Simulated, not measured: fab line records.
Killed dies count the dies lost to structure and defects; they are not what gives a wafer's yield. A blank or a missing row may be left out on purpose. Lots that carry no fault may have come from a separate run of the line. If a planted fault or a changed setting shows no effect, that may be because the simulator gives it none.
The tool behind it: which one? ; flow sky130 ; Sampling: 6 lots, 18 wafers, 2 of 708 route steps

== WHAT THE GAUGES READ, wafer by wafer ==
SKY_METAL4_CD_MEAS_13: the cd target is 300 nm.
lot;measured;on;cd_nm (nm)
L964;day 42 07:48;cd_sem-01;303.6 302.5 302.1
L965;day 43 05:16;cd_sem-02;301.9 299.7 300.7
L971;day 44 07:46;cd_sem-01;298.1 298.7 299.4
L976;day 45 04:53;cd_sem-01;302.9 303.5 303.5
L978;day 45 19:27;cd_sem-02;302.8 302.7 300.5
L983;day 47 10:44;cd_sem-01;300.2 301.2 299.9

== WHAT TOOL EACH LOT RAN ON (gives the tool, then ch and the chambers of the sampled wafers, and finally the start) ==
lot;SKY_VIA2_CMP_24
L964;cmp-02 ch 0,1,3, day 37 01:14
L965;cmp-02 ch 0,3, day 37 23:55
L971;cmp-02 ch 0,1,2, day 39 06:10
L976;cmp-02 ch 0,1, day 40 04:51
L978;cmp-01 ch 1,2, day 40 21:35
L983;cmp-01 ch 0,1, day 42 17:52
- SKY_VIA2_CMP_24: polishes, stops on SiO2, t overpolish 20 s, target thk 0 nm.

== THE ANSWER, worked out from the rows above alone ==
Rule: the lots themselves supply what counts as usual. Put in order of their means at a reading, lots are off if they are a third of the lots or fewer, leave a main group of 4 or more, and stand apart from it by a gap of 3 or more times the standard deviation of the main group's means; of several such gaps the widest counts. If all means in a main group match to the digits the tables above print for the reading, that group is not used. A lot without any number at a reading at which 4 lots or more have one is off too. Where the step has rows for the other lots, those lots are counted as sound.
None of the lots is off at any reading shown; this tells nothing.

== WHAT WAS PUT IN BY THE SIMULATOR ==
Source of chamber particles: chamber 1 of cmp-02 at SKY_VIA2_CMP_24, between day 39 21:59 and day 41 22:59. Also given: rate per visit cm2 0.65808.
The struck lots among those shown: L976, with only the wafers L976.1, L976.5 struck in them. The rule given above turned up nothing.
